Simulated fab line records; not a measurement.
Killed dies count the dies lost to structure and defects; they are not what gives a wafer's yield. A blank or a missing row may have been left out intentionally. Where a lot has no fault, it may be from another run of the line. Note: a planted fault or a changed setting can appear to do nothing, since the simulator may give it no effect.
Comparing a struck lot with a sound one + flow gf180mcu + 30 steps out of a route of 602
Sound: these wafers, L739.3, L739.4, L739.5. The struck wafers were L737.3, L737.4, L737.6. Last of all comes the cause.
Each step with rows lists, per side, the tool, then ch with its chambers, then its first start. Under that, the readings that differ: sound wafers + struck wafers + difference of the means + sigmas: that difference in standard deviations of wafers without a fault.
alike: readings whose means differ by less than 2 such deviations, and words and numbers that are the same on both sides. not compared: withheld readings, readings that some wafer has no value for, bounds like >300 that may hide the same value, and numbers for which the record gives no deviation and whose values overlap.
Wherever a step has rows on one side only, a row that says differs or no value, or a row with sigmas, the two part there. Numbers that have no deviation but don't overlap get no sigmas and don't part them. A reading missing from all wafers of one side parts the sides only when that side holds two or more wafers.

first, 3 steps without rows for these wafers: GF_PSD_EXPOSE_04 (exposes mask Pplus, target cd 400 nm); GF_PSD_PEB_05; GF_PSD_DEVELOP_06 (develop time 60 s).
GF_PSD_CD_MEAS_07: the cd target is 400 nm.
  sound on cd_sem-02, day 21 14:04; struck on cd_sem-02, day 20 14:07
  alike: cd_nm
GF_PSD_OVL_MEAS_08:
  sound on overlay-01, day 21 14:09; struck on overlay-01, day 20 14:13
  alike: PSD_OVL
following that, these wafers have no rows for 1 step: GF_PSD_IMPLANT_09.
GF_PSD_STRIP_10: strips in O2/N2.
  sound on plasma_asher-03 ch 0,1, day 21 14:22; struck on plasma_asher-02 ch 0,1, day 20 14:25
  alike: drypump_motor_current_A, heater_power_w, oes_product_au, strip_time_to_endpoint_s
  not compared: rf_hours_counter_h
GF_PSD_TW_MEAS_11:
  sound on film_metro-04, day 21 14:27; struck on film_metro-02, day 20 14:30
  alike: PSD_TW
then, 1 step without rows for these wafers: GF_PSD_CLEAN_12 (cleans in SC1/SC2, time 150 s).
GF_PSD_RTA_13: time 20 s.
  sound on rtp_anneal-02 ch 0, day 21 14:36; struck on rtp_anneal-01 ch 0, day 20 14:37
| reading            | sound    | struck   | difference | sigmas |
|--------------------|----------|----------|------------|--------|
| lamp_power_pct (%) | 25 25 25 | 34 34 34 | +9         | +2     |
  alike: wafer_temp_C_max
GF_PSD_RS_MEAS_14: a four-point-probe measurement.
  sound on film_metro-02, day 21 14:45; struck on film_metro-01, day 20 14:43
  alike: NSD_RS
GF_PSD_RS_MEAS_15: a four-point-probe measurement.
  sound on film_metro-02, day 21 14:52; struck on film_metro-01, day 20 14:50
  alike: PSD_RS
GF_SAB_CVD_00: deposits SiO2 from TEOS, target thk 50 nm, time 4.9302 s.
  sound on pecvd-02 ch 0,1,2, day 21 14:57; struck on pecvd-04 ch 0,2, day 20 14:55
| reading                              | sound             | struck            | difference | sigmas |
|--------------------------------------|-------------------|-------------------|------------|--------|
| model.SiO2_of_SAB_CVD_00.thk_nm (nm) | 49.69 49.97 49.88 | 43.24 43.69 43.73 | -6.29      |        |
  alike: heater_power_w
GF_SAB_THK_MEAS_01:
  sound on film_metro-04, day 21 14:59; struck on film_metro-02, day 20 14:57
| reading             | sound          | struck         | difference | sigmas |
|---------------------|----------------|----------------|------------|--------|
| SAB_CVD_00_THK (nm) | 49.7 50.0 49.9 | 43.3 43.7 43.8 | -6.3       | -8     |
then, 7 steps without rows for these wafers: GF_SAB_DEHYDRATE_02 (time 60 s); GF_SAB_HMDS_03 (prime time 60 s); GF_SAB_COAT_04 (resist thk 1000 nm); GF_SAB_SOFTBAKE_05 (time 60 s); GF_SAB_EXPOSE_06 (exposes mask SAB, target cd 420 nm); GF_SAB_PEB_07; GF_SAB_DEVELOP_08 (develop time 60 s).
GF_SAB_CD_MEAS_09: the cd target is 420 nm.
  sound on cd_sem-02, day 22 13:58; struck on cd_sem-01, day 21 14:08
  alike: cd_nm
GF_SAB_OVL_MEAS_10:
  sound on overlay-01, day 22 14:03; struck on overlay-02, day 21 14:13
| reading      | sound          | struck       | difference | sigmas |
|--------------|----------------|--------------|------------|--------|
| SAB_OVL (nm) | -3.4 -2.5 -3.8 | 0.6 -1.0 0.0 | +3.1       | +2     |
GF_SAB_ETCH_11: etches SiO2 in C4F8/O2/Ar, target depth 55 nm, time 8.5 s.
  sound on rie_diel-01 ch 1,2,3, day 22 14:05; struck on rie_diel-01 ch 0,2, day 21 14:14
  alike: oes_product_au
  not compared: rf_hours_counter_h
then, 1 step without rows for these wafers: GF_SAB_WET_ETCH_12 (etches SiO2 in dHF, target depth 22 nm, time 440 s).
GF_SAB_STRIP_13: strips in O2/N2.
  sound on plasma_asher-02 ch 0,1, day 22 14:23; struck on plasma_asher-02 ch 0,1, day 21 14:26
  alike: drypump_motor_current_A, heater_power_w, oes_product_au, strip_time_to_endpoint_s
  not compared: rf_hours_counter_h
then, 1 step without rows for these wafers: GF_SALICIDE_CLEAN_00 (cleans in SC1/SC2, time 150 s).
GF_SALICIDE_WET_ETCH_01: etches SiO2 in dHF, target depth 5 nm, time 100 s.
  sound on wet_bench-03 ch 0, day 22 14:31; struck on wet_bench-03 ch 0, day 21 14:33
| reading                              | sound          | struck            | difference | sigmas |
|--------------------------------------|----------------|-------------------|------------|--------|
| model.SiO2_of_SAB_CVD_00.thk_nm (nm) | 38.69 39 38.92 | 32.63 33.03 33.05 | -5.97      |        |
GF_SALICIDE_SPUTTER_02: material Co, target thk 10 nm, time 20 s.
  sound on pvd_sputter-03, day 22 14:33; struck on pvd_sputter-02, day 21 14:35
  alike: chamber_pressure_pa, throttle_valve_pct
GF_PASSIVATION_PROBE_99:
  the record holds rows for the sound wafers here (prober-01, day 34 12:05) but none for the struck ones

== WHERE THEY PART ==
At GF_PSD_RTA_13 first; at GF_PASSIVATION_PROBE_99 last (within this record only).

WHY: the cause the simulator had injected
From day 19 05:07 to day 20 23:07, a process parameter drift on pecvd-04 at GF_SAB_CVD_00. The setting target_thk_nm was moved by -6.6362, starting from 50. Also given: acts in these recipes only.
